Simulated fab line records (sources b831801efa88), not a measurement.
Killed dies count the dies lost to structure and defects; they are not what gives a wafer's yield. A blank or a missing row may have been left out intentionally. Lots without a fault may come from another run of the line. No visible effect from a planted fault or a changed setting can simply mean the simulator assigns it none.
Check of tool commonality -- flow gf180mcu -- Sample size 11 lots and 42 wafers

## WHY THIS WAS OPENED
GF_PSD_RS_MEAS_14, reading NSD_RS: flagged on 3 of 11 lots. Wafers without a fault read 46.12 ohm/sq, standard deviation 0.081.
Rule: a lot is flagged when every wafer of it that has a number lies more than 4 standard deviations from that mean, or none has a number. The other lots count as sound.

lot,measured,on,"NSD_RS (ohm/sq), wafer by wafer",flag
L311,day 14 10:41,filmMetro-04,46.30 46.14 46.14,
L313,day 15 05:14,filmMetro-04,46.22 46.19 46.24,
L314,day 15 17:56,filmMetro-03,46.16 46.06 46.03,
L315,day 15 23:10,filmMetro-01,46.00 46.04 46.00,
L317,day 16 19:48,filmMetro-03,46.13 46.19 46.19,
L323,day 18 20:45,filmMetro-03,43.41 43.38 43.38 43.41 43.37 43.31,FLAGGED
L326,day 19 20:58,filmMetro-04,43.47 43.41 43.40 43.39 43.34 43.38,FLAGGED
L327,day 20 06:51,filmMetro-03,43.38 43.26 43.38 43.39 43.32 43.42,FLAGGED
L330,day 21 18:05,filmMetro-01,46.11 46.03 46.09,
L331,day 21 22:22,filmMetro-03,46.01 46.13 46.17,
L332,day 22 02:47,filmMetro-01,46.05 46.12 46.17,
On average the flagged lots' numbers are 43.38 ohm/sq, which is -2.74 ohm/sq against the usual, or -34 standard deviations.

## EACH LOT AND THE TOOL IT RAN ON
The record holds 1 process step before the reading, out of a route of 602 steps. Cell contents, in order: the tool; ch with the chambers the sampled wafers went through; the start.
lot,flag,GF_PSD_RTA_13
L311,,"rtpAnneal-02 ch 0, day 14 10:37"
L313,,"rtpAnneal-02 ch 0, day 15 05:08"
L314,,"rtpAnneal-02 ch 0, day 15 17:52"
L315,,"rtpAnneal-02 ch 0, day 15 23:04"
L317,,"rtpAnneal-01 ch 0, day 16 19:42"
L323,FLAGGED,"rtpAnneal-02 ch 0, day 18 20:40"
L326,FLAGGED,"rtpAnneal-02 ch 0, day 19 20:53"
L327,FLAGGED,"rtpAnneal-02 ch 0, day 20 06:45"
L330,,"rtpAnneal-01 ch 0, day 21 18:01"
L331,,"rtpAnneal-01 ch 0, day 21 22:16"
L332,,"rtpAnneal-01 ch 0, day 22 02:42"
What these steps do:
- GF_PSD_RTA_13: time 20 s.
- GF_PSD_RS_MEAS_14: measures by four-point-probe.

## FLAGGED AGAINST TOTAL, ONE TOOL AT A TIME (gauges that did the reading follow at the end)
step,tool,lots run,flagged,share of the flagged lots,sound lots run after its first flagged lot
GF_PSD_RTA_13,rtpAnneal-01,4,0,none,-
GF_PSD_RTA_13,rtpAnneal-02,7,3,all,0
GF_PSD_RS_MEAS_14,filmMetro-01,3,0,none,-
GF_PSD_RS_MEAS_14,filmMetro-03,5,2,some,1 (L331)
GF_PSD_RS_MEAS_14,filmMetro-04,3,1,some,0

## WHAT THE TABLE PERMITS
Rows of the table that ran each flagged lot: 1, that is rtpAnneal-02 at GF_PSD_RTA_13.
- rtpAnneal-02 at GF_PSD_RTA_13 ran 7 lots, 3 of them flagged. Its last sound lot is L315 (day 15 23:04), its first flagged lot L323 (day 18 20:40): a fault that began between those two fits. Its own readings (runLengthS) fall more than 4 standard deviations out on all wafers of the flagged lots.
rtpAnneal-02 at GF_PSD_RTA_13 is the single tool remaining.

## WHAT THE SIMULATOR PUT IN
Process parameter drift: rtpAnneal-02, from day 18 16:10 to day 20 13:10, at GF_PSD_RTA_13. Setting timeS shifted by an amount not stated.
Struck lots among those shown: L323, L326, L327. Same finding as the rule above.
